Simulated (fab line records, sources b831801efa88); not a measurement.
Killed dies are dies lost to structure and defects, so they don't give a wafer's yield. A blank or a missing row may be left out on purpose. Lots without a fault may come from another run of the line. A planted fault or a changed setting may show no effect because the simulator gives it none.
A struck lot beside a sound one | flow sky130 | 18 steps out of a route of 708
Sound: wafers L239.2, L239.3, L239.5. Struck: wafers L250.1, L250.2, L250.4. The cause comes at the end.
At each step with rows: each side's tool, then ch and its chambers, then its first start. Under that, the readings that differ: sound wafers | struck wafers | difference of the means | sigmas: that difference in standard deviations of wafers without a fault.
alike: readings whose means differ by less than 2 such deviations, and words and numbers that are the same on both sides. not compared: withheld readings, readings that some wafer has no value for, bounds like >300 that may hide the same value, and numbers for which the record gives no deviation and whose values overlap.
The two part at a step that has a row with sigmas, a row that says differs or no value, or rows on one side only. Numbers that don't overlap but have no deviation are shown without sigmas and don't part them. A reading that every wafer of one side lacks parts them only if that side has two wafers or more.

first, 6 steps without rows for these wafers: SKY_LDD_N_IMPLANT_10; SKY_LDD_N_IMPLANT_11; SKY_LDD_N_IMPLANT_12; SKY_LDD_N_IMPLANT_13; SKY_LDD_N_IMPLANT_14; SKY_LDD_N_IMPLANT_15.
SKY_LDD_N_STRIP_16: strips in O2/N2.
  sound on plasma_asher-02 ch 0,1, day 21 05:51; struck on plasma_asher-01 ch 0,1, day 23 19:50
  reading               | sound             | struck            | difference | sigmas
  oes_product_au (a.u.) | 0.399 0.412 0.395 | 0.409 0.407 0.423 | +0.011     | +2
  alike: drypump_motor_current_A, strip_time_to_endpoint_s
  not compared: rf_hours_counter_h
SKY_LDD_N_TW_MEAS_17:
  sound on film_metro-04, day 21 05:58; struck on film_metro-02, day 23 19:56
  alike: LDD_N_TW
then, 4 steps without rows for these wafers: SKY_LDD_P_DEHYDRATE_00 (time 60 s); SKY_LDD_P_HMDS_01 (prime time 60 s); SKY_LDD_P_COAT_02 (resist thk 1140 nm); SKY_LDD_P_SOFTBAKE_03 (time 60 s).
SKY_LDD_P_EXPOSE_04: exposes mask PSDM, target cd 380 nm.
  sound on iline_stepper-01 ch 0, day 21 21:52; struck on iline_stepper-02 ch 0, day 24 11:59
  alike: mask
then, 2 steps without rows for these wafers: SKY_LDD_P_PEB_05; SKY_LDD_P_DEVELOP_06 (develop time 60 s).
SKY_LDD_P_CD_MEAS_07: target cd 380 nm.
  sound on cd_sem-02, day 22 12:44; struck on cd_sem-01, day 25 01:24
  reading    | sound             | struck            | difference | sigmas
  cd_nm (nm) | 381.6 381.0 382.4 | 368.1 374.1 362.7 | -13.4      | -6
SKY_LDD_P_OVL_MEAS_08:
  sound on overlay-01, day 22 12:50; struck on overlay-02, day 25 01:31
  reading        | sound          | struck         | difference | sigmas
  LDD_P_OVL (nm) | -3.3 -4.4 -3.3 | -0.4 -0.2 -0.5 | +3.3       | +2
-- the record jumps here: 25 days lie between the struck wafers' starts before and after (it left off in module LDD_P and takes up again in module PAD_OPEN, whose first step shown is number 708 of the route) --
SKY_PAD_OPEN_PROBE_99:
  sound on prober-02, day 48 00:31; struck on prober-01, day 49 14:14
  reading      | sound    | struck    | difference | sigmas
  killed_dies  | 77 60 76 | 96 70 109 | +21        | +2
  killed_short | 34 25 36 | 51 35 52  | +14        | +2
  alike: killed_at_M0_to_M3, killed_at_M4_up, killed_at_contacts, killed_at_front_end, killed_at_other, killed_on_rim, killed_open

WHERE THEY PART
First at SKY_LDD_N_STRIP_16; last, within this record, at SKY_PAD_OPEN_PROBE_99.

WHY: what the simulator had put in
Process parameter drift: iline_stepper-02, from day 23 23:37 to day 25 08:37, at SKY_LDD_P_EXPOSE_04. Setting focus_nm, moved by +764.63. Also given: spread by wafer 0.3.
